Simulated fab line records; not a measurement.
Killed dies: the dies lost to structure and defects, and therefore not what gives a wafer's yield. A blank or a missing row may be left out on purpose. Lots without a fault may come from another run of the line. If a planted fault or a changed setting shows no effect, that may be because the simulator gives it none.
Which tool is to blame? | flow sky130 | 36 wafers from 12 lots sampled at 2 of the route's 708 steps

WHAT THE GAUGES SHOWED, per wafer
SKY_METAL1_THK_MEAS_06: measures by xrf.
lot  | measured     | on            | METAL1_ALCU_THK (nm)
L075 | day 32 07:55 | film-metro-01 | 257 257 253
L078 | day 33 08:46 | film-metro-04 | 255 258 255
L080 | day 33 17:34 | film-metro-02 | 251 253 256
L081 | day 34 03:05 | film-metro-04 | 264 267 261
L083 | day 34 17:28 | film-metro-04 | 260 260 261
L085 | day 35 07:14 | film-metro-01 | 251 253 255
L086 | day 35 15:31 | film-metro-04 | 267 261 262
L089 | day 35 22:38 | film-metro-01 | 254 257 252
L091 | day 37 09:03 | film-metro-02 | 256 256 255
L093 | day 37 19:04 | film-metro-04 | 265 260 261
L095 | day 38 12:17 | film-metro-04 | 254 259 259
L097 | day 38 15:54 | film-metro-01 | 255 253 251

WHAT TOOL EACH LOT RAN ON (gives the tool, then ch and the chambers of the sampled wafers, and finally the start)
lot  | SKY_LI_CONTACT_CMP_02
L075 | cmp-02 ch 0,1,2, day 28 15:13
L078 | cmp-02 ch 0,1, day 29 18:28
L080 | cmp-02 ch 0,3, day 30 04:17
L081 | cmp-01 ch 1,2, day 30 14:02
L083 | cmp-02 ch 2,3, day 31 03:17
L085 | cmp-01 ch 0,1, day 31 18:13
L086 | cmp-01 ch 0,1,3, day 32 03:25
L089 | cmp-01 ch 0,1,3, day 32 11:08
L091 | cmp-01 ch 1,2,3, day 33 21:56
L093 | cmp-01 ch 0,3, day 34 07:19
L095 | cmp-02 ch 2,3, day 35 01:19
L097 | cmp-02 ch 0,2,3, day 35 05:10
- SKY_LI_CONTACT_CMP_02: polishes PSG.

THE ANSWER, worked out from the rows above alone
Rule: the usual values come from the lots themselves. Put in order of their means at a reading, lots are off if they are a third of the lots or fewer, leave a main group of 4 or more, and stand apart from it by a gap of 3 or more times the standard deviation of the main group's means; of several such gaps the widest counts. If all means in a main group match to the digits the tables above print for the reading, that group is not used. Also off: a lot with no number at a reading for which 4 or more lots have one. All remaining lots with rows at the step are treated as sound.
None of the lots is off at any reading shown; this tells nothing.

WHAT THE SIMULATOR PUT IN
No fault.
